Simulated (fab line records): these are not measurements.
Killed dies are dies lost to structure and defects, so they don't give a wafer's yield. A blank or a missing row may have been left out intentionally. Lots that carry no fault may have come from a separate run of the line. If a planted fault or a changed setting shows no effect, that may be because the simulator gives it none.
A struck lot beside a sound one / flow sky130 / 25 out of 708 route steps
Sound: these wafers, L568.2, L568.4, L568.6. Struck: wafers L578.3, L578.4, L578.5. Last of all comes the cause.
At each step with rows: each side's tool, then ch and its chambers, then its first start. Under that, the readings that differ: sound wafers / struck wafers / difference of the means / sigmas: that difference in standard deviations of wafers without a fault.
alike: a reading whose means differ by less than 2 such deviations, as well as words and numbers matching on both sides. not compared: withheld readings; readings where some wafer has no value; bounds like >300 that might hide an equal value; numbers whose values overlap and for which the record gives no deviation.
The two part at a step that has a row with sigmas, a row that says differs or no value, or rows on one side only. Numbers that don't overlap but have no deviation are shown without sigmas and don't part them. Lack of a reading on every wafer of one side parts them only where that side has two or more wafers.

first, 6 steps without rows for these wafers: SKY_LDD_HVP_HMDS_01 (prime time 60 s); SKY_LDD_HVP_COAT_02 (resist thk 300 nm); SKY_LDD_HVP_SOFTBAKE_03 (time 60 s); SKY_LDD_HVP_EXPOSE_04 (exposes mask HVPTM, target cd 700 nm); SKY_LDD_HVP_PEB_05; SKY_LDD_HVP_DEVELOP_06 (develop time 60 s).
SKY_LDD_HVP_OVL_MEAS_07:
  struck on overlay-02, day 28 07:35; sound on overlay-02, day 24 16:50
  alike: LDD_HVP_OVL
after that, 1 step had no rows for these wafers: SKY_LDD_HVP_IMPLANT_08.
SKY_LDD_HVP_STRIP_09: strips in O2/N2.
  sound on plasmaAsher-03 ch 0,1, day 24 17:01; struck on plasmaAsher-02 ch 0,1, day 28 07:47
  alike: drypumpMotorCurrentA, oesProductAu, stripTimeToEndpointS
  not compared: rfHoursCounterH
SKY_LDD_HVP_TW_MEAS_10:
  struck on filmMetro-02, day 28 07:53; sound on filmMetro-01, day 24 17:07
  alike: LDD_HVP_TW
then, 2 steps without rows for these wafers: SKY_LDD_LDN_DEHYDRATE_00 (time 60 s); SKY_LDD_LDN_HMDS_01 (prime time 60 s).
SKY_LDD_LDN_COAT_02: resist thk 1140 nm.
  sound on lithoTrack-01 ch 0, day 25 07:28; struck on lithoTrack-01 ch 0, day 28 22:15
reading=model.NOVOLAK_of_LDD_LDN_COAT_02.thkNm (nm); sound=1139 1145 1138; struck=661.6 662.9 665.4; difference=-477.4; sigmas=
then, 3 steps without rows for these wafers: SKY_LDD_LDN_SOFTBAKE_03 (time 60 s); SKY_LDD_LDN_EXPOSE_04 (exposes mask LDNTM, target cd 700 nm); SKY_LDD_LDN_PEB_05.
SKY_LDD_LDN_DEVELOP_06: develop time 60 s.
  sound on lithoTrack-01 ch 0, day 25 22:13; struck on lithoTrack-02 ch 0, day 29 11:37
reading=model.NOVOLAK_of_LDD_LDN_COAT_02.thkNm (nm); sound=1138 1144 1137; struck=661.2 662.5 665; difference=-476.8; sigmas=
SKY_LDD_LDN_OVL_MEAS_07:
  struck on overlay-01, day 29 11:44; sound on overlay-02, day 25 22:21
  alike: LDD_LDN_OVL
then, 4 steps without rows for these wafers: SKY_LDD_LDN_IMPLANT_08; SKY_LDD_LDN_IMPLANT_09; SKY_LDD_LDN_IMPLANT_10; SKY_LDD_LDN_IMPLANT_11.
SKY_LDD_LDN_STRIP_12: strips in O2/N2.
  sound on plasmaAsher-01 ch 0,1, day 25 22:59; struck on plasmaAsher-03 ch 0,1, day 29 12:23
reading=oesProductAu (a.u.); sound=0.719 0.716 0.708; struck=0.595 0.594 0.596; difference=-0.119; sigmas=-27
reading=stripTimeToEndpointS (s); sound=14.15 14.24 14.15; struck=8.65 8.64 8.69; difference=-5.52; sigmas=-99 or more
  alike: drypumpMotorCurrentA
  not compared: rfHoursCounterH
SKY_LDD_LDN_TW_MEAS_13:
  struck on filmMetro-01, day 29 12:29; sound on filmMetro-03, day 25 23:05
  alike: LDD_LDN_TW
-- record jumps: 21 days separate the struck wafers' starts on either side; left off in module LDD_LDN, taken up again in module PAD_OPEN, whose first shown step is the route's number 708 --
SKY_PAD_OPEN_PROBE_99:
  struck on prober-02, day 50 05:43; sound on prober-02, day 47 23:55
  alike: killed_at_M0_to_M3, killed_at_M4_up, killedAtContacts, killedAtFrontEnd, killedAtOther, killedDies, killedOpen, killedShort

WHERE THEY PART
At SKY_LDD_LDN_STRIP_12 and nowhere else, as far as this record goes. Later steps at which nothing parts them and some readings are alike: SKY_LDD_LDN_TW_MEAS_13, SKY_PAD_OPEN_PROBE_99.

WHY: the cause the simulator had injected
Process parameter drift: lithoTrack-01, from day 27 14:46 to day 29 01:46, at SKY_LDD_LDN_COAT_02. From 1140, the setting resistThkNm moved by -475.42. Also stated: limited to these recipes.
